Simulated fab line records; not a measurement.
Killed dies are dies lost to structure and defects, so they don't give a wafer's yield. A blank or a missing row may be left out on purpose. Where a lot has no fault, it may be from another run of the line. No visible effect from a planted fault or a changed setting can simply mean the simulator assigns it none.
A struck lot beside a sound one ; flow sky130 ; 38 out of 708 route steps
Sound: the wafers L397.1, L397.3, L397.5. Struck: wafers L400.1, L400.2, L400.4. The cause is named last.
For every step that has rows: the tool of each side, followed by ch and its chambers, followed by its first start. Under that, the readings that differ: sound wafers ; struck wafers ; difference of the means ; sigmas: that difference in standard deviations of wafers without a fault.
alike: a reading whose means differ by less than 2 such deviations, as well as words and numbers matching on both sides. not compared: withheld readings; readings where some wafer has no value; bounds like >300 that might hide an equal value; numbers whose values overlap and for which the record gives no deviation.
A row with sigmas, a row that says differs or no value, or rows on one side alone: a step with any of these is where the two part. Numbers that have no deviation but don't overlap get no sigmas and don't part them. Lack of a reading on every wafer of one side parts them only where that side has two or more wafers.

first, 10 steps without rows for these wafers: SKY_POLY_CUT_EXPOSE_05 (exposes mask NPCM, target cd 270 nm); SKY_POLY_CUT_PEB_06; SKY_POLY_CUT_DEVELOP_07 (develop time 60 s); SKY_POLY_CUT_ETCH_10 (etches BARC in N2/H2, stops on SiO2, time 45.9 s, target depth 60 nm); SKY_POLY_CUT_ETCH_11 (etches Si3N4 in CF4/CH2F2/Ar, stops on poly-Si, time 42.5 s, target depth 60 nm); SKY_POLY_CUT_STRIP_12 (strips in O2/N2); SKY_SD_P_DEHYDRATE_00 (time 60 s); SKY_SD_P_HMDS_01 (prime time 60 s); SKY_SD_P_COAT_02 (resist thk 1140 nm); SKY_SD_P_SOFTBAKE_03 (time 60 s).
SKY_SD_P_EXPOSE_04: exposes mask PSDM, target cd 380 nm.
  sound on iline stepper-01 ch 0, day 28 17:32; struck on iline stepper-02 ch 0, day 28 19:52
reading;sound;struck;difference;sigmas
model.SD_P.overlay x nm (nm);1.306 1.306 1.306;70.94 70.94 70.94;+69.63;
  alike: mask
then, 2 steps without rows for these wafers: SKY_SD_P_PEB_05; SKY_SD_P_DEVELOP_06 (develop time 60 s).
SKY_SD_P_OVL_MEAS_08:
  sound: overlay-01 at day 29 08:17; struck: overlay-01 at day 29 10:20
reading;sound;struck;difference;sigmas
SD_P_OVL (nm);0.0 -0.2 -0.1;70.1 70.6 70.1;+70.4;+47
then, 21 steps without rows for these wafers: SKY_SD_P_IMPLANT_09; SKY_SD_P_STRIP_10 (strips in O2/N2); SKY_RES_XHIGH_DEHYDRATE_00 (time 60 s); SKY_RES_XHIGH_HMDS_01 (prime time 60 s); SKY_RES_XHIGH_COAT_02 (resist thk 1140 nm); SKY_RES_XHIGH_SOFTBAKE_03 (time 60 s); SKY_RES_XHIGH_EXPOSE_04 (exposes mask URPM, target cd 1270 nm); SKY_RES_XHIGH_PEB_05; SKY_RES_XHIGH_DEVELOP_06 (develop time 60 s); SKY_RES_XHIGH_IMPLANT_07; SKY_RES_XHIGH_STRIP_08 (strips in O2/N2); SKY_SD_N_DEHYDRATE_00 (time 60 s); SKY_SD_N_HMDS_01 (prime time 60 s); SKY_SD_N_COAT_02 (resist thk 1140 nm); SKY_SD_N_SOFTBAKE_03 (time 60 s); SKY_SD_N_EXPOSE_04 (exposes mask NSDM, target cd 380 nm); SKY_SD_N_PEB_05; SKY_SD_N_DEVELOP_06 (develop time 60 s); SKY_SD_N_IMPLANT_09; SKY_SD_N_IMPLANT_10; SKY_SD_N_STRIP_11 (strips in O2/N2).
-- the record jumps here: 13 days lie between the struck wafers' starts before and after (it left off in module SD_N and takes up again in module METAL3, whose first step shown is number 565 of the route) --
SKY_METAL3_DESCUM_15: chemistry O2, time 8 s.
  sound on rie metal-01 ch 0,1, day 41 22:04; struck on rie metal-03 ch 0,1, day 41 23:37
  alike: drypump motor current A, oes product au
  not compared: rf hours counter h, model.METAL3.cd nm
SKY_METAL3_METAL_ETCH_18: etches the open film in Cl2/BCl3, stops on SiO2, target depth 845 nm, time 183.1 s.
  sound on rie metal-03 ch 0,1, day 41 22:13; struck on rie metal-04 ch 0,1, day 41 23:46
  alike: drypump motor current A, oes product au, throttle valve pct
  not compared: rf hours counter h, model.METAL3.cd nm
-- the record jumps here: 7 days lie between the struck wafers' starts before and after (it left off in module METAL3 and takes up again in module PAD_OPEN, whose first step shown is number 708 of the route) --
SKY_PAD_OPEN_PROBE_99:
  sound: prober-02 at day 48 15:38; struck: prober-02 at day 48 17:08
  alike: killed_at_M0_to_M3, killed_at_M4_up, killed at contacts, killed at front end, killed at other, killed dies, killed open, killed short
  not compared: model.etest.met3.width nm, model.etest.met3.line ohm um

== WHERE THEY PART ==
Only at SKY_SD_P_OVL_MEAS_08, as far as this record shows. Later steps at which nothing parts them and some readings are alike: SKY_METAL3_DESCUM_15, SKY_METAL3_METAL_ETCH_18, SKY_PAD_OPEN_PROBE_99.

WHY: what the simulator had put in
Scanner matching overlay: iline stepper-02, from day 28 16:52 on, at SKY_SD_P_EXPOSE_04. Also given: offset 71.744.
